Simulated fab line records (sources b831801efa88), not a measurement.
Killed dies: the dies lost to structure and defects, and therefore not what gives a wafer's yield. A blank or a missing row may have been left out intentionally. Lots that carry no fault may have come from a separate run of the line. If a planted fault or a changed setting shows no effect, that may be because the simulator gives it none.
Which tool did it? | flow gf180mcu | Sampling: 14 lots, 42 wafers, 4 of 602 route steps

## WHAT THE GAUGES READ, wafer by wafer
GF_V5_THK_MEAS_03. Usual: V5_CVD_02_THK gives 1446 nm (standard deviation 25).
lot  | measured     | on            | V5_CVD_02_THK (nm) | flag
L248 | day 26 09:15 | film metro-02 | 1414 1413 1438     |
L249 | day 27 05:56 | film metro-02 | 1457 1450 1491     |
L251 | day 27 16:44 | film metro-01 | 1439 1413 1450     |
L252 | day 28 03:48 | film metro-04 | 1423 1431 1457     |
L253 | day 28 18:00 | film metro-04 | 1432 1444 1443     |
L254 | day 28 22:38 | film metro-01 | 1435 1415 1441     |
L255 | day 28 23:23 | film metro-02 | 1414 1392 1412     |
L260 | day 30 04:59 | film metro-01 | 1465 1467 1476     |
L261 | day 30 16:53 | film metro-02 | 1434 1460 1457     |
L265 | day 31 15:01 | film metro-01 | 1410 1441 1476     |
L267 | day 32 04:14 | film metro-02 | 1470 1462 1487     |
L269 | day 32 19:41 | film metro-04 | 1427 1471 1462     |
L270 | day 32 21:47 | film metro-01 | 1400 1475 1446     |
L271 | day 33 03:13 | film metro-01 | 1474 1461 1451     |

GF_TOP_METAL_OVL_MEAS_15. Usual: TOP_METAL_OVL gives -0.5 nm (standard deviation 1.3).
lot  | measured     | on         | TOP_METAL_OVL (nm) | flag
L248 | day 28 04:06 | overlay-01 | -1.1 -1.8 -1.9     |
L249 | day 28 22:31 | overlay-01 | 0.7 -0.4 -0.6      |
L251 | day 29 09:45 | overlay-01 | -1.3 -1.9 -0.7     |
L252 | day 29 20:23 | overlay-02 | 0.5 0.0 2.0        |
L253 | day 30 10:59 | overlay-01 | -0.4 -2.9 -3.4     |
L254 | day 30 14:26 | overlay-02 | -0.1 -0.8 -0.1     |
L255 | day 30 15:05 | overlay-02 | -0.7 -1.4 -1.4     |
L260 | day 31 19:26 | overlay-01 | 0.8 -1.0 0.8       |
L261 | day 32 05:59 | overlay-02 | -1.2 0.9 0.3       |
L265 | day 33 02:35 | overlay-02 | -0.1 0.1 0.2       |
L267 | day 33 14:44 | overlay-01 | 1.2 0.8 1.9        |
L269 | day 34 05:12 | overlay-01 | -0.8 -0.5 -0.9     |
L270 | day 34 07:33 | overlay-01 | -1.5 -1.5 -1.0     |
L271 | day 34 11:17 | overlay-01 | -1.2 0.0 -3.6      |

## WHAT TOOL EACH LOT RAN ON (gives the tool, then ch and the chambers of the sampled wafers, and finally the start)
lot  | GF_M3_CLEAN_19                  | GF_V5_STRIP_18
L248 | wet bench-04 ch 3, day 21 08:47 | plasma asher-04 ch 0,1, day 27 06:19
L249 | wet bench-01 ch 3, day 22 07:04 | plasma asher-01 ch 0,1, day 28 02:01
L251 | wet bench-04 ch 2, day 22 22:29 | plasma asher-01 ch 0,1, day 28 13:01
L252 | wet bench-03 ch 2, day 23 09:49 | plasma asher-02 ch 0,1, day 28 23:28
L253 | wet bench-01 ch 2, day 24 01:59 | plasma asher-02 ch 0,1, day 29 14:11
L254 | wet bench-01 ch 0, day 24 07:31 | plasma asher-01 ch 0,1, day 29 18:04
L255 | wet bench-01 ch 1, day 24 08:49 | plasma asher-01 ch 0,1, day 29 19:17
L260 | wet bench-01 ch 0, day 25 19:47 | plasma asher-04 ch 0,1, day 30 23:43
L261 | wet bench-01 ch 1, day 26 08:12 | plasma asher-04 ch 0,1, day 31 11:58
L265 | wet bench-03 ch 2, day 27 10:22 | plasma asher-01 ch 0,1, day 32 08:50
L267 | wet bench-04 ch 2, day 28 00:11 | plasma asher-01 ch 0,1, day 32 21:25
L269 | wet bench-04 ch 2, day 28 16:47 | plasma asher-02 ch 0,1, day 33 12:29
L270 | wet bench-03 ch 3, day 28 19:58 | plasma asher-04 ch 0,1, day 33 14:20
L271 | wet bench-03 ch 0, day 29 02:50 | plasma asher-02 ch 0,1, day 33 19:34
- GF_M3_CLEAN_19: cleans in DIW.
- GF_V5_STRIP_18: strips in O2/N2.

## WHAT THE TOOLS THEMSELVES READ (means of the sampled wafers that have a number; where no wafer has one, the mark that the record gives instead)
GF_V5_STRIP_18. Usual: drypump motor current A 5.9 A, standard deviation 0.43; heater power w 318 W, standard deviation 34; oes product au 0.569 a.u., standard deviation 0.0051.
lot  | tool            | drypump motor current A (A) | heater power w (W) | oes product au (a.u.) | flag
L248 | plasma asher-04 | 5.5                         | 313                | 0.571                 |
L249 | plasma asher-01 | 5.6                         | 311                | 0.568                 |
L251 | plasma asher-01 | 5.6                         | 311                | 0.565                 |
L252 | plasma asher-02 | 6.4                         | 306                | 0.570                 |
L253 | plasma asher-02 | 6.4                         | 332                | 0.571                 |
L254 | plasma asher-01 | 5.6                         | 312                | 0.568                 |
L255 | plasma asher-01 | 5.6                         | 334                | 0.564                 |
L260 | plasma asher-04 | 5.5                         | 299                | 0.571                 |
L261 | plasma asher-04 | 5.5                         | 308                | 0.569                 |
L265 | plasma asher-01 | 5.6                         | 309                | 0.571                 |
L267 | plasma asher-01 | 5.6                         | 313                | 0.572                 |
L269 | plasma asher-02 | 6.5                         | 306                | 0.567                 |
L270 | plasma asher-04 | 5.5                         | 307                | 0.568                 |
L271 | plasma asher-02 | 6.5                         | 310                | 0.568                 |

## THE ANSWER, worked out from the rows above alone
Rule: lot off if the mean of its wafers having a number is beyond 3 standard deviations from the usual mean. A lot without any number at a reading at which 4 lots or more have one is off too. The other lots that the step has rows for count as sound. Order of review: gauges by route order, followed by the tools' own readings, for which a lot's mean as printed above is used. The first step at which some lot is off is used, and at that step the reading that is off furthest; a lot without a number counts as furthest.
Across all readings shown, no lot is off: no conclusion can be drawn from this.

## WHAT THE SIMULATOR HAD INSERTED
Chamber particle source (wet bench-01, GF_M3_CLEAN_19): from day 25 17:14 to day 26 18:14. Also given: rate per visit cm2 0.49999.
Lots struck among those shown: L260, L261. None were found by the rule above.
